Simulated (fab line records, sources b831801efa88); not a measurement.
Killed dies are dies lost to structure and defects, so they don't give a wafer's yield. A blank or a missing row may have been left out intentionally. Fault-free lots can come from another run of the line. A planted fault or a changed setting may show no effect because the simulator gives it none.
Which tool did it? :: flow sky130 :: Sampling: 24 lots, 72 wafers, 6 of 708 route steps

## WHAT THE GAUGES SHOWED, per wafer
SKY_VT_ADJUST_PCH_OVL_MEAS_07. Usual: VT_ADJUST_PCH_OVL typically reads -0.3 nm, with standard deviation 1.5.
lot: L074
measured: day 10 22:13
on: overlay-02
VT_ADJUST_PCH_OVL (nm): -0.5 -1.2 -1.5
flag: 

lot: L075
measured: day 11 02:34
on: overlay-01
VT_ADJUST_PCH_OVL (nm): -0.3 1.6 0.9
flag: 

lot: L076
measured: day 11 13:04
on: overlay-01
VT_ADJUST_PCH_OVL (nm): -0.6 1.9 0.5
flag: 

lot: L077
measured: day 11 20:13
on: overlay-02
VT_ADJUST_PCH_OVL (nm): -1.4 0.7 0.1
flag: 

lot: L078
measured: day 12 03:48
on: overlay-02
VT_ADJUST_PCH_OVL (nm): 2.1 0.4 -1.0
flag: 

lot: L079
measured: day 12 10:52
on: overlay-02
VT_ADJUST_PCH_OVL (nm): 0.5 0.6 -1.3
flag: 

lot: L080
measured: day 12 16:47
on: overlay-01
VT_ADJUST_PCH_OVL (nm): 0.1 -0.7 0.3
flag: 

lot: L081
measured: day 13 00:49
on: overlay-01
VT_ADJUST_PCH_OVL (nm): -1.8 0.8 0.8
flag: 

lot: L082
measured: day 13 09:09
on: overlay-01
VT_ADJUST_PCH_OVL (nm): 0.8 1.2 0.3
flag: 

lot: L083
measured: day 13 16:56
on: overlay-01
VT_ADJUST_PCH_OVL (nm): 0.6 1.5 0.3
flag: 

lot: L084
measured: day 13 23:40
on: overlay-01
VT_ADJUST_PCH_OVL (nm): 3.1 2.2 3.4
flag: 

lot: L085
measured: day 14 14:05
on: overlay-02
VT_ADJUST_PCH_OVL (nm): -0.1 0.8 -0.6
flag: 

lot: L086
measured: day 14 15:05
on: overlay-01
VT_ADJUST_PCH_OVL (nm): -0.1 -1.1 -2.2
flag: 

lot: L087
measured: day 14 21:47
on: overlay-02
VT_ADJUST_PCH_OVL (nm): -0.4 0.3 0.7
flag: 

lot: L088
measured: day 15 10:10
on: overlay-02
VT_ADJUST_PCH_OVL (nm): -1.4 -2.5 -1.2
flag: 

lot: L089
measured: day 15 17:04
on: overlay-02
VT_ADJUST_PCH_OVL (nm): -4.5 -3.0 -3.1
flag: 

lot: L090
measured: day 16 01:14
on: overlay-01
VT_ADJUST_PCH_OVL (nm): 1.1 -0.2 3.0
flag: 

lot: L091
measured: day 16 10:20
on: overlay-01
VT_ADJUST_PCH_OVL (nm): -0.5 -1.5 -1.5
flag: 

lot: L092
measured: day 16 20:22
on: overlay-01
VT_ADJUST_PCH_OVL (nm): 2.0 0.9 1.2
flag: 

lot: L093
measured: day 16 23:19
on: overlay-01
VT_ADJUST_PCH_OVL (nm): -0.7 0.2 -0.1
flag: 

lot: L094
measured: day 17 07:31
on: overlay-02
VT_ADJUST_PCH_OVL (nm): 0.3 0.6 -1.0
flag: 

lot: L095
measured: day 17 14:04
on: overlay-02
VT_ADJUST_PCH_OVL (nm): -0.8 -2.8 -1.2
flag: 

lot: L096
measured: day 18 02:13
on: overlay-02
VT_ADJUST_PCH_OVL (nm): -0.8 -1.7 -1.5
flag: 

lot: L097
measured: day 18 10:43
on: overlay-01
VT_ADJUST_PCH_OVL (nm): -1.2 -1.7 -1.3
flag: 

SKY_SONOS_TUNNEL_TW_MEAS_12. Usual: SONOS_TUNNEL_TW typically reads 196.0, with standard deviation 1.3.
lot: L074
measured: day 11 23:59
on: filmMetro-03
SONOS_TUNNEL_TW: 197.1 196.3 195.9
flag: 

lot: L075
measured: day 12 05:02
on: filmMetro-02
SONOS_TUNNEL_TW: 194.5 194.9 193.8
flag: 

lot: L076
measured: day 12 15:22
on: filmMetro-01
SONOS_TUNNEL_TW: 197.8 197.1 197.8
flag: 

lot: L077
measured: day 12 22:49
on: filmMetro-02
SONOS_TUNNEL_TW: 194.6 195.0 195.1
flag: 

lot: L078
measured: day 13 06:42
on: filmMetro-03
SONOS_TUNNEL_TW: 195.3 197.1 195.4
flag: 

lot: L079
measured: day 13 14:53
on: filmMetro-03
SONOS_TUNNEL_TW: 196.5 196.9 195.8
flag: 

lot: L080
measured: day 13 20:44
on: filmMetro-03
SONOS_TUNNEL_TW: 195.0 195.1 195.5
flag: 

lot: L081
measured: day 14 05:29
on: filmMetro-01
SONOS_TUNNEL_TW: 196.9 196.2 196.8
flag: 

lot: L082
measured: day 14 13:46
on: filmMetro-01
SONOS_TUNNEL_TW: 196.2 198.0 197.7
flag: 

lot: L083
measured: day 14 21:41
on: filmMetro-03
SONOS_TUNNEL_TW: 196.3 196.5 196.0
flag: 

lot: L084
measured: day 15 03:46
on: filmMetro-02
SONOS_TUNNEL_TW: 194.0 195.3 194.8
flag: 

lot: L085
measured: day 15 18:46
on: filmMetro-02
SONOS_TUNNEL_TW: 194.4 194.2 195.3
flag: 

lot: L086
measured: day 15 19:41
on: filmMetro-03
SONOS_TUNNEL_TW: 197.4 197.5 196.6
flag: 

lot: L087
measured: day 16 01:28
on: filmMetro-01
SONOS_TUNNEL_TW: 196.7 196.1 196.4
flag: 

lot: L088
measured: day 16 14:46
on: filmMetro-03
SONOS_TUNNEL_TW: 196.8 196.3 197.3
flag: 

lot: L089
measured: day 16 21:27
on: filmMetro-01
SONOS_TUNNEL_TW: 195.8 195.8 196.3
flag: 

lot: L090
measured: day 17 05:53
on: filmMetro-01
SONOS_TUNNEL_TW: 196.5 196.8 196.9
flag: 

lot: L091
measured: day 17 16:00
on: filmMetro-02
SONOS_TUNNEL_TW: 195.2 194.6 194.5
flag: 

lot: L092
measured: day 18 02:37
on: filmMetro-02
SONOS_TUNNEL_TW: 193.1 192.0 192.8
flag: 

lot: L093
measured: day 18 06:08
on: filmMetro-03
SONOS_TUNNEL_TW: 198.3 197.6 198.0
flag: 

lot: L094
measured: day 18 13:56
on: filmMetro-03
SONOS_TUNNEL_TW: 196.2 197.6 197.1
flag: 

lot: L095
measured: day 18 21:29
on: filmMetro-01
SONOS_TUNNEL_TW: 196.2 195.3 195.0
flag: 

lot: L096
measured: day 19 10:11
on: filmMetro-03
SONOS_TUNNEL_TW: 196.2 197.0 196.7
flag: 

lot: L097
measured: day 19 18:22
on: filmMetro-03
SONOS_TUNNEL_TW: 196.1 196.6 195.4
flag: 

SKY_SONOS_ONO_THK_MEAS_05. Usual: SONOS_ONO_CVD_04_THK typically reads 5.73 nm, with standard deviation 0.12.
lot: L074
measured: day 12 04:53
on: filmMetro-04
SONOS_ONO_CVD_04_THK (nm): 6.00 5.98 6.03
flag: 

lot: L075
measured: day 12 09:11
on: filmMetro-04
SONOS_ONO_CVD_04_THK (nm): 5.82 5.87 5.82
flag: 

lot: L076
measured: day 12 19:28
on: filmMetro-02
SONOS_ONO_CVD_04_THK (nm): 5.81 5.75 5.87
flag: 

lot: L077
measured: day 13 04:48
on: filmMetro-02
SONOS_ONO_CVD_04_THK (nm): 5.90 5.79 5.79
flag: 

lot: L078
measured: day 13 12:02
on: filmMetro-01
SONOS_ONO_CVD_04_THK (nm): 5.87 5.95 5.89
flag: 

lot: L079
measured: day 13 20:23
on: filmMetro-01
SONOS_ONO_CVD_04_THK (nm): 5.76 5.61 5.60
flag: 

lot: L080
measured: day 14 00:37
on: filmMetro-01
SONOS_ONO_CVD_04_THK (nm): 5.71 5.81 5.83
flag: 

lot: L081
measured: day 14 11:35
on: filmMetro-01
SONOS_ONO_CVD_04_THK (nm): 5.67 5.69 5.66
flag: 

lot: L082
measured: day 14 20:50
on: filmMetro-02
SONOS_ONO_CVD_04_THK (nm): 5.86 5.72 5.69
flag: 

lot: L083
measured: day 15 03:56
on: filmMetro-04
SONOS_ONO_CVD_04_THK (nm): 5.76 5.54 5.57
flag: 

lot: L084
measured: day 15 08:48
on: filmMetro-04
SONOS_ONO_CVD_04_THK (nm): 5.57 5.66 5.58
flag: 

lot: L085
measured: day 15 23:48
on: filmMetro-04
SONOS_ONO_CVD_04_THK (nm): 5.60 5.69 5.74
flag: 

lot: L086
measured: day 15 23:48
on: filmMetro-02
SONOS_ONO_CVD_04_THK (nm): 5.74 5.79 5.73
flag: 

lot: L087
measured: day 16 08:41
on: filmMetro-04
SONOS_ONO_CVD_04_THK (nm): 5.63 5.60 5.69
flag: 

lot: L088
measured: day 16 19:38
on: filmMetro-02
SONOS_ONO_CVD_04_THK (nm): 5.65 5.64 5.67
flag: 

lot: L089
measured: day 17 03:24
on: filmMetro-02
SONOS_ONO_CVD_04_THK (nm): 5.65 5.61 5.63
flag: 

lot: L090
measured: day 17 11:14
on: filmMetro-02
SONOS_ONO_CVD_04_THK (nm): 5.54 5.53 5.60
flag: 

lot: L091
measured: day 17 22:40
on: filmMetro-01
SONOS_ONO_CVD_04_THK (nm): 5.61 5.79 5.69
flag: 

lot: L092
measured: day 18 07:52
on: filmMetro-01
SONOS_ONO_CVD_04_THK (nm): 5.79 5.87 5.83
flag: 

lot: L093
measured: day 18 10:06
on: filmMetro-01
SONOS_ONO_CVD_04_THK (nm): 5.65 5.56 5.52
flag: 

lot: L094
measured: day 18 18:35
on: filmMetro-02
SONOS_ONO_CVD_04_THK (nm): 5.67 5.75 5.77
flag: 

lot: L095
measured: day 19 01:20
on: filmMetro-01
SONOS_ONO_CVD_04_THK (nm): 5.78 5.68 5.72
flag: 

lot: L096
measured: day 19 14:01
on: filmMetro-01
SONOS_ONO_CVD_04_THK (nm): 5.71 5.81 5.80
flag: 

lot: L097
measured: day 19 23:22
on: filmMetro-02
SONOS_ONO_CVD_04_THK (nm): 5.92 5.75 5.84
flag: 

## WHICH TOOL RAN EACH LOT (tool, then ch and the chambers of the sampled wafers, then the start)
lot: L074
SKY_PWDE_STRIP_09: plasmaAsher-01 ch 0,1, day 4 01:55
SKY_NWELL_RTA_28: rtpAnneal-01 ch 0, day 5 13:49
SKY_VT_ADJUST_PCH_STRIP_09: plasmaAsher-03 ch 0,1, day 10 22:24

lot: L075
SKY_PWDE_STRIP_09: plasmaAsher-02 ch 0,1, day 4 03:59
SKY_NWELL_RTA_28: rtpAnneal-02 ch 0, day 5 15:07
SKY_VT_ADJUST_PCH_STRIP_09: plasmaAsher-04 ch 0,1, day 11 02:47

lot: L076
SKY_PWDE_STRIP_09: plasmaAsher-01 ch 0,1, day 4 13:14
SKY_NWELL_RTA_28: rtpAnneal-01 ch 0, day 6 00:31
SKY_VT_ADJUST_PCH_STRIP_09: plasmaAsher-03 ch 0,1, day 11 13:17

lot: L077
SKY_PWDE_STRIP_09: plasmaAsher-02 ch 0,1, day 4 18:25
SKY_NWELL_RTA_28: rtpAnneal-01 ch 0, day 6 06:53
SKY_VT_ADJUST_PCH_STRIP_09: plasmaAsher-03 ch 0,1, day 11 20:24

lot: L078
SKY_PWDE_STRIP_09: plasmaAsher-03 ch 0,1, day 4 22:26
SKY_NWELL_RTA_28: rtpAnneal-02 ch 0, day 6 11:32
SKY_VT_ADJUST_PCH_STRIP_09: plasmaAsher-03 ch 0,1, day 12 04:01

lot: L079
SKY_PWDE_STRIP_09: plasmaAsher-02 ch 0,1, day 5 03:54
SKY_NWELL_RTA_28: rtpAnneal-01 ch 0, day 6 17:52
SKY_VT_ADJUST_PCH_STRIP_09: plasmaAsher-01 ch 0,1, day 12 11:12

lot: L080
SKY_PWDE_STRIP_09: plasmaAsher-03 ch 0,1, day 5 08:44
SKY_NWELL_RTA_28: rtpAnneal-01 ch 0, day 6 21:43
SKY_VT_ADJUST_PCH_STRIP_09: plasmaAsher-04 ch 0,1, day 12 16:59

lot: L081
SKY_PWDE_STRIP_09: plasmaAsher-01 ch 0,1, day 5 12:57
SKY_NWELL_RTA_28: rtpAnneal-02 ch 0, day 7 03:59
SKY_VT_ADJUST_PCH_STRIP_09: plasmaAsher-01 ch 0,1, day 13 01:00

lot: L082
SKY_PWDE_STRIP_09: plasmaAsher-01 ch 0,1, day 5 18:14
SKY_NWELL_RTA_28: rtpAnneal-01 ch 0, day 7 10:14
SKY_VT_ADJUST_PCH_STRIP_09: plasmaAsher-01 ch 0,1, day 13 09:22

lot: L083
SKY_PWDE_STRIP_09: plasmaAsher-03 ch 0,1, day 5 22:57
SKY_NWELL_RTA_28: rtpAnneal-02 ch 0, day 7 15:22
SKY_VT_ADJUST_PCH_STRIP_09: plasmaAsher-01 ch 0,1, day 13 17:07

lot: L084
SKY_PWDE_STRIP_09: plasmaAsher-03 ch 0,1, day 6 04:25
SKY_NWELL_RTA_28: rtpAnneal-01 ch 0, day 7 21:11
SKY_VT_ADJUST_PCH_STRIP_09: plasmaAsher-01 ch 0,1, day 13 23:51

lot: L085
SKY_PWDE_STRIP_09: plasmaAsher-02 ch 0,1, day 6 14:24
SKY_NWELL_RTA_28: rtpAnneal-02 ch 0, day 8 08:01
SKY_VT_ADJUST_PCH_STRIP_09: plasmaAsher-01 ch 0,1, day 14 14:16

lot: L086
SKY_PWDE_STRIP_09: plasmaAsher-01 ch 0,1, day 6 16:33
SKY_NWELL_RTA_28: rtpAnneal-01 ch 0, day 8 09:38
SKY_VT_ADJUST_PCH_STRIP_09: plasmaAsher-04 ch 0,1, day 14 15:16

lot: L087
SKY_PWDE_STRIP_09: plasmaAsher-01 ch 1, day 6 21:06
SKY_NWELL_RTA_28: rtpAnneal-02 ch 0, day 8 14:55
SKY_VT_ADJUST_PCH_STRIP_09: plasmaAsher-03 ch 0,1, day 14 21:58

lot: L088
SKY_PWDE_STRIP_09: plasmaAsher-01 ch 0,1, day 7 04:00
SKY_NWELL_RTA_28: rtpAnneal-01 ch 0, day 8 23:16
SKY_VT_ADJUST_PCH_STRIP_09: plasmaAsher-03 ch 0, day 15 10:21

lot: L089
SKY_PWDE_STRIP_09: plasmaAsher-02 ch 1, day 7 10:13
SKY_NWELL_RTA_28: rtpAnneal-01 ch 0, day 9 04:39
SKY_VT_ADJUST_PCH_STRIP_09: plasmaAsher-03 ch 0,1, day 15 17:14

lot: L090
SKY_PWDE_STRIP_09: plasmaAsher-01 ch 0,1, day 7 16:30
SKY_NWELL_RTA_28: rtpAnneal-01 ch 0, day 9 12:31
SKY_VT_ADJUST_PCH_STRIP_09: plasmaAsher-04 ch 0, day 16 01:25

lot: L091
SKY_PWDE_STRIP_09: plasmaAsher-03 ch 0,1, day 7 23:54
SKY_NWELL_RTA_28: rtpAnneal-02 ch 0, day 9 20:43
SKY_VT_ADJUST_PCH_STRIP_09: plasmaAsher-01 ch 0,1, day 16 10:31

lot: L092
SKY_PWDE_STRIP_09: plasmaAsher-02 ch 0,1, day 8 05:32
SKY_NWELL_RTA_28: rtpAnneal-02 ch 0, day 10 03:27
SKY_VT_ADJUST_PCH_STRIP_09: plasmaAsher-03 ch 0,1, day 16 20:35

lot: L093
SKY_PWDE_STRIP_09: plasmaAsher-03 ch 0,1, day 8 07:48
SKY_NWELL_RTA_28: rtpAnneal-01 ch 0, day 10 05:08
SKY_VT_ADJUST_PCH_STRIP_09: plasmaAsher-04 ch 0,1, day 16 23:29

lot: L094
SKY_PWDE_STRIP_09: plasmaAsher-03 ch 0,1, day 8 14:21
SKY_NWELL_RTA_28: rtpAnneal-02 ch 0, day 10 12:25
SKY_VT_ADJUST_PCH_STRIP_09: plasmaAsher-03 ch 0,1, day 17 07:41

lot: L095
SKY_PWDE_STRIP_09: plasmaAsher-03 ch 0,1, day 8 19:52
SKY_NWELL_RTA_28: rtpAnneal-01 ch 0, day 10 18:34
SKY_VT_ADJUST_PCH_STRIP_09: plasmaAsher-03 ch 0,1, day 17 14:14

lot: L096
SKY_PWDE_STRIP_09: plasmaAsher-01 ch 0,1, day 9 04:00
SKY_NWELL_RTA_28: rtpAnneal-02 ch 0, day 11 03:44
SKY_VT_ADJUST_PCH_STRIP_09: plasmaAsher-01 ch 1, day 18 02:23

lot: L097
SKY_PWDE_STRIP_09: plasmaAsher-02 ch 0, day 9 11:31
SKY_NWELL_RTA_28: rtpAnneal-01 ch 0, day 11 12:50
SKY_VT_ADJUST_PCH_STRIP_09: plasmaAsher-04 ch 0,1, day 18 10:53
- SKY_PWDE_STRIP_09: strips in O2/N2.
- SKY_NWELL_RTA_28: time 30 s.
- SKY_VT_ADJUST_PCH_STRIP_09: strips in O2/N2.

## WHAT THE TOOLS THEMSELVES READ (means of the sampled wafers that have a number; where no wafer has one, the mark that the record gives instead)
SKY_PWDE_STRIP_09. Usual: drypumpMotorCurrentA 5.73 A, standard deviation 0.25; oesProductAu 0.723 a.u., standard deviation 0.0044; stripTimeToEndpointS 36.97 s, standard deviation 0.1.
lot: L074
tool: plasmaAsher-01
drypumpMotorCurrentA (A): 5.92
oesProductAu (a.u.): 0.725
stripTimeToEndpointS (s): 36.92
flag: 

lot: L075
tool: plasmaAsher-02
drypumpMotorCurrentA (A): 5.75
oesProductAu (a.u.): 0.719
stripTimeToEndpointS (s): 36.99
flag: 

lot: L076
tool: plasmaAsher-01
drypumpMotorCurrentA (A): 5.87
oesProductAu (a.u.): 0.723
stripTimeToEndpointS (s): 37.01
flag: 

lot: L077
tool: plasmaAsher-02
drypumpMotorCurrentA (A): 5.93
oesProductAu (a.u.): 0.728
stripTimeToEndpointS (s): 37.11
flag: 

lot: L078
tool: plasmaAsher-03
drypumpMotorCurrentA (A): 5.42
oesProductAu (a.u.): 0.726
stripTimeToEndpointS (s): 36.91
flag: 

lot: L079
tool: plasmaAsher-02
drypumpMotorCurrentA (A): 5.95
oesProductAu (a.u.): 0.726
stripTimeToEndpointS (s): 37.10
flag: 

lot: L080
tool: plasmaAsher-03
drypumpMotorCurrentA (A): 5.40
oesProductAu (a.u.): 0.718
stripTimeToEndpointS (s): 36.93
flag: 

lot: L081
tool: plasmaAsher-01
drypumpMotorCurrentA (A): 5.91
oesProductAu (a.u.): 0.719
stripTimeToEndpointS (s): 36.95
flag: 

lot: L082
tool: plasmaAsher-01
drypumpMotorCurrentA (A): 5.92
oesProductAu (a.u.): 0.725
stripTimeToEndpointS (s): 36.96
flag: 

lot: L083
tool: plasmaAsher-03
drypumpMotorCurrentA (A): 5.51
oesProductAu (a.u.): 0.720
stripTimeToEndpointS (s): 37.01
flag: 

lot: L084
tool: plasmaAsher-03
drypumpMotorCurrentA (A): 5.49
oesProductAu (a.u.): 0.724
stripTimeToEndpointS (s): 36.84
flag: 

lot: L085
tool: plasmaAsher-02
drypumpMotorCurrentA (A): 5.90
oesProductAu (a.u.): 0.723
stripTimeToEndpointS (s): 36.86
flag: 

lot: L086
tool: plasmaAsher-01
drypumpMotorCurrentA (A): 5.85
oesProductAu (a.u.): 0.719
stripTimeToEndpointS (s): 37.10
flag: 

lot: L087
tool: plasmaAsher-01
drypumpMotorCurrentA (A): 5.78
oesProductAu (a.u.): 0.722
stripTimeToEndpointS (s): 37.06
flag: 

lot: L088
tool: plasmaAsher-01
drypumpMotorCurrentA (A): 5.84
oesProductAu (a.u.): 0.724
stripTimeToEndpointS (s): 36.88
flag: 

lot: L089
tool: plasmaAsher-02
drypumpMotorCurrentA (A): 5.59
oesProductAu (a.u.): 0.721
stripTimeToEndpointS (s): 37.10
flag: 

lot: L090
tool: plasmaAsher-01
drypumpMotorCurrentA (A): 5.88
oesProductAu (a.u.): 0.723
stripTimeToEndpointS (s): 36.93
flag: 

lot: L091
tool: plasmaAsher-03
drypumpMotorCurrentA (A): 5.51
oesProductAu (a.u.): 0.722
stripTimeToEndpointS (s): 36.88
flag: 

lot: L092
tool: plasmaAsher-02
drypumpMotorCurrentA (A): 5.76
oesProductAu (a.u.): 0.718
stripTimeToEndpointS (s): 36.91
flag: 

lot: L093
tool: plasmaAsher-03
drypumpMotorCurrentA (A): 5.50
oesProductAu (a.u.): 0.719
stripTimeToEndpointS (s): 36.90
flag: 

lot: L094
tool: plasmaAsher-03
drypumpMotorCurrentA (A): 5.51
oesProductAu (a.u.): 0.724
stripTimeToEndpointS (s): 36.90
flag: 

lot: L095
tool: plasmaAsher-03
drypumpMotorCurrentA (A): 5.51
oesProductAu (a.u.): 0.724
stripTimeToEndpointS (s): 37.13
flag: 

lot: L096
tool: plasmaAsher-01
drypumpMotorCurrentA (A): 5.93
oesProductAu (a.u.): 0.726
stripTimeToEndpointS (s): 37.10
flag: 

lot: L097
tool: plasmaAsher-02
drypumpMotorCurrentA (A): 6.07
oesProductAu (a.u.): 0.721
stripTimeToEndpointS (s): 36.92
flag: 

SKY_NWELL_RTA_28. Usual: lampPowerPct 25.30 %, standard deviation 0.053; wafer_temp_C_max 1054.9, standard deviation 0.89.
lot: L074
tool: rtpAnneal-01
lampPowerPct (%): 25.31
wafer_temp_C_max: 1054.3
flag: 

lot: L075
tool: rtpAnneal-02
lampPowerPct (%): 25.27
wafer_temp_C_max: 1054.2
flag: 

lot: L076
tool: rtpAnneal-01
lampPowerPct (%): 25.29
wafer_temp_C_max: 1054.3
flag: 

lot: L077
tool: rtpAnneal-01
lampPowerPct (%): 25.32
wafer_temp_C_max: 1055.3
flag: 

lot: L078
tool: rtpAnneal-02
lampPowerPct (%): 25.30
wafer_temp_C_max: 1055.6
flag: 

lot: L079
tool: rtpAnneal-01
lampPowerPct (%): 25.32
wafer_temp_C_max: 1055.5
flag: 

lot: L080
tool: rtpAnneal-01
lampPowerPct (%): 25.31
wafer_temp_C_max: 1055.2
flag: 

lot: L081
tool: rtpAnneal-02
lampPowerPct (%): 25.29
wafer_temp_C_max: 1055.0
flag: 

lot: L082
tool: rtpAnneal-01
lampPowerPct (%): 25.27
wafer_temp_C_max: 1054.8
flag: 

lot: L083
tool: rtpAnneal-02
lampPowerPct (%): 25.35
wafer_temp_C_max: 1055.6
flag: 

lot: L084
tool: rtpAnneal-01
lampPowerPct (%): 25.31
wafer_temp_C_max: 1055.7
flag: 

lot: L085
tool: rtpAnneal-02
lampPowerPct (%): 25.32
wafer_temp_C_max: 1054.3
flag: 

lot: L086
tool: rtpAnneal-01
lampPowerPct (%): 25.27
wafer_temp_C_max: 1054.9
flag: 

lot: L087
tool: rtpAnneal-02
lampPowerPct (%): 25.33
wafer_temp_C_max: 1054.4
flag: 

lot: L088
tool: rtpAnneal-01
lampPowerPct (%): 25.29
wafer_temp_C_max: 1054.5
flag: 

lot: L089
tool: rtpAnneal-01
lampPowerPct (%): 25.33
wafer_temp_C_max: 1055.1
flag: 

lot: L090
tool: rtpAnneal-01
lampPowerPct (%): 25.26
wafer_temp_C_max: 1054.9
flag: 

lot: L091
tool: rtpAnneal-02
lampPowerPct (%): 25.31
wafer_temp_C_max: 1055.2
flag: 

lot: L092
tool: rtpAnneal-02
lampPowerPct (%): 25.27
wafer_temp_C_max: 1055.5
flag: 

lot: L093
tool: rtpAnneal-01
lampPowerPct (%): 25.27
wafer_temp_C_max: 1055.5
flag: 

lot: L094
tool: rtpAnneal-02
lampPowerPct (%): 25.29
wafer_temp_C_max: 1054.9
flag: 

lot: L095
tool: rtpAnneal-01
lampPowerPct (%): 25.32
wafer_temp_C_max: 1054.3
flag: 

lot: L096
tool: rtpAnneal-02
lampPowerPct (%): 25.29
wafer_temp_C_max: 1053.7
flag: 

lot: L097
tool: rtpAnneal-01
lampPowerPct (%): 25.29
wafer_temp_C_max: 1054.9
flag: 

SKY_VT_ADJUST_PCH_STRIP_09. Usual: drypumpMotorCurrentA 5.61 A, standard deviation 0.28; oesProductAu 0.723 a.u., standard deviation 0.0041; stripTimeToEndpointS 36.94 s, standard deviation 0.12.
lot: L074
tool: plasmaAsher-03
drypumpMotorCurrentA (A): 5.42
oesProductAu (a.u.): 0.728
stripTimeToEndpointS (s): 36.99
flag: 

lot: L075
tool: plasmaAsher-04
drypumpMotorCurrentA (A): 5.64
oesProductAu (a.u.): 0.722
stripTimeToEndpointS (s): 36.82
flag: 

lot: L076
tool: plasmaAsher-03
drypumpMotorCurrentA (A): 5.51
oesProductAu (a.u.): 0.723
stripTimeToEndpointS (s): 36.88
flag: 

lot: L077
tool: plasmaAsher-03
drypumpMotorCurrentA (A): 5.41
oesProductAu (a.u.): 0.722
stripTimeToEndpointS (s): 37.08
flag: 

lot: L078
tool: plasmaAsher-03
drypumpMotorCurrentA (A): 5.51
oesProductAu (a.u.): 0.723
stripTimeToEndpointS (s): 37.01
flag: 

lot: L079
tool: plasmaAsher-01
drypumpMotorCurrentA (A): 5.85
oesProductAu (a.u.): 0.719
stripTimeToEndpointS (s): 37.11
flag: 

lot: L080
tool: plasmaAsher-04
drypumpMotorCurrentA (A): 5.40
oesProductAu (a.u.): 0.722
stripTimeToEndpointS (s): 37.16
flag: 

lot: L081
tool: plasmaAsher-01
drypumpMotorCurrentA (A): 5.91
oesProductAu (a.u.): 0.722
stripTimeToEndpointS (s): 36.90
flag: 

lot: L082
tool: plasmaAsher-01
drypumpMotorCurrentA (A): 5.86
oesProductAu (a.u.): 0.722
stripTimeToEndpointS (s): 36.90
flag: 

lot: L083
tool: plasmaAsher-01
drypumpMotorCurrentA (A): 5.92
oesProductAu (a.u.): 0.718
stripTimeToEndpointS (s): 36.95
flag: 

lot: L084
tool: plasmaAsher-01
drypumpMotorCurrentA (A): 5.86
oesProductAu (a.u.): 0.721
stripTimeToEndpointS (s): 36.97
flag: 

lot: L085
tool: plasmaAsher-01
drypumpMotorCurrentA (A): 5.87
oesProductAu (a.u.): 0.718
stripTimeToEndpointS (s): 37.00
flag: 

lot: L086
tool: plasmaAsher-04
drypumpMotorCurrentA (A): 5.61
oesProductAu (a.u.): 0.724
stripTimeToEndpointS (s): 36.98
flag: 

lot: L087
tool: plasmaAsher-03
drypumpMotorCurrentA (A): 5.40
oesProductAu (a.u.): 0.727
stripTimeToEndpointS (s): 36.91
flag: 

lot: L088
tool: plasmaAsher-03
drypumpMotorCurrentA (A): 5.29
oesProductAu (a.u.): 0.725
stripTimeToEndpointS (s): 36.94
flag: 

lot: L089
tool: plasmaAsher-03
drypumpMotorCurrentA (A): 5.49
oesProductAu (a.u.): 0.720
stripTimeToEndpointS (s): 36.88
flag: 

lot: L090
tool: plasmaAsher-04
drypumpMotorCurrentA (A): 5.15
oesProductAu (a.u.): 0.723
stripTimeToEndpointS (s): 36.71
flag: 

lot: L091
tool: plasmaAsher-01
drypumpMotorCurrentA (A): 5.86
oesProductAu (a.u.): 0.722
stripTimeToEndpointS (s): 36.81
flag: 

lot: L092
tool: plasmaAsher-03
drypumpMotorCurrentA (A): 5.49
oesProductAu (a.u.): 0.723
stripTimeToEndpointS (s): 36.85
flag: 

lot: L093
tool: plasmaAsher-04
drypumpMotorCurrentA (A): 5.40
oesProductAu (a.u.): 0.720
stripTimeToEndpointS (s): 36.82
flag: 

lot: L094
tool: plasmaAsher-03
drypumpMotorCurrentA (A): 5.41
oesProductAu (a.u.): 0.720
stripTimeToEndpointS (s): 36.96
flag: 

lot: L095
tool: plasmaAsher-03
drypumpMotorCurrentA (A): 5.50
oesProductAu (a.u.): 0.724
stripTimeToEndpointS (s): 36.93
flag: 

lot: L096
tool: plasmaAsher-01
drypumpMotorCurrentA (A): 5.78
oesProductAu (a.u.): 0.724
stripTimeToEndpointS (s): 37.07
flag: 

lot: L097
tool: plasmaAsher-04
drypumpMotorCurrentA (A): 5.39
oesProductAu (a.u.): 0.726
stripTimeToEndpointS (s): 37.08
flag: 

## THE ANSWER, worked out from the rows above alone
Rule: a lot counts as off when the mean over its wafers that have a number is more than 3 standard deviations away from the usual mean. A lot without any number at a reading at which 4 lots or more have one is off too. Any other lot the step has rows for is counted as sound. First the gauges in route order, then the tools' own readings, where a lot's mean is used as printed above. The first step at which some lot is off is used, and at that step the reading that is off furthest; a lot without a number counts as furthest.
No lot is off on any of the readings shown, so nothing can be concluded from this.

## WHAT THE SIMULATOR PUT IN
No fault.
